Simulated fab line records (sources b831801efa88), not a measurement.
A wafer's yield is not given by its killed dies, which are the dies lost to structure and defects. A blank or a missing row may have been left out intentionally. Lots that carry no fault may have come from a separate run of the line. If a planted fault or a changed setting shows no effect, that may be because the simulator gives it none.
Problem report in the 8D (eight disciplines) form, filled by code -- flow gf180mcu -- the parts of the form that need people (team, actions taken, sign-off) are left out

## 1. PROBLEM STATEMENT
chamber-pressure-Torr at GF_V5_CVD_23 reads a mean of 42.85 Torr on 9 wafers of 3 lots; wafers without a fault read 39.99 Torr with a standard deviation of 0.085. That is +34 standard deviations from the usual mean.
The step: deposits W, target thk 350 nm, time 104.9 s.
Seen first at day 28 09:11 on cvd-w-02, wafer L864.2. At this step, 21 wafers from 7 lots have a number in the record. By rule, "out" or "out of limits" means more than 4 standard deviations away from the usual mean. Any other wafer with a number is counted as sound.

## 2. WHAT IT IS, AND WHAT IT ISN'T
question,is,is not
which readings at this step,chamber-pressure-Torr,"heater-power-outer-w, heater-power-w"
which lots,"L864, L865, L866","L860, L879, L881, L882"
which wafers of those lots,all that have a number,-
read on which tools,cvd-w-02,cvd-w-01
when,from day 28 09:11,"up to then (3 sound wafers); but 9 sound wafers of L879, L881, L882 came after"

## 3. THE SUSPECTS, EACH WITH WHAT RULES IT OUT
Counting: any tool at a process step up to the reading is kept as a suspect provided that every lot that is out went through it and no sound lot did after the first of them.
- rie-diel-01 at GF_V5_ETCH_16 (etches BARC in N2/H2): kept. It ran every lot that is out, first L864 (day 28 08:22), and no sound lot after that.
- rie-diel-01 at GF_V5_ETCH_17 (etches SiO2 in C4F8/O2/Ar, stops on TiN, target depth 855 nm): kept. It ran every lot that is out, first L864 (day 28 08:31), and no sound lot after that. GF_V5_ETCH_17: start missing for some lots; hours and lot order therefore follow GF_V5_STRIP_18.
- cvd-w-02 at GF_V5_CVD_23 (deposits W, target thk 350 nm, time 104.9 s): ruled out as a lasting fault. The sound lots L881 went through it after L864, its earliest lot that is out (day 28 09:11).
Remaining after the count are rie-diel-01 at GF_V5_ETCH_16 and rie-diel-01 at GF_V5_ETCH_17.

## 4. THE CAUSE (what the simulator had put in)
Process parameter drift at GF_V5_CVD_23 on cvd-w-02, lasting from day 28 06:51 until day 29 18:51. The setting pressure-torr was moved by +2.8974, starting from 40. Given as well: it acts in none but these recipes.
Counting ruled it out, wrongly.

## 5. SEQUENCE OF EFFECTS, ordered by route
Each row: a reading whose mean over the struck wafers that have a number lies more than 3 standard deviations from the usual. Scope: only readings with a usual standard deviation given in the record; hours: median across lots of the time from each lot's start at the first step in this table that gives one to its start at this step; sigmas: change in usual standard deviations.
hours,step,reading,usual,on struck wafers,change,sigmas
0,GF_V5_CVD_23,chamber-pressure-Torr,39.99 Torr,42.85,+2.86,+34
0,GF_V5_RS_MEAS_24,V5_W_RS,0.323 ohm/sq,0.305,-0.018,-3.1
It contains these process steps:
- GF_V5_CVD_23: deposits W, target thk 350 nm, time 104.9 s.

## 6. WHAT WOULD HAVE CAUGHT IT SOONER
First out-of-limits reading in this record: day 28 09:11, which is 2 hours after fault onset at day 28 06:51.
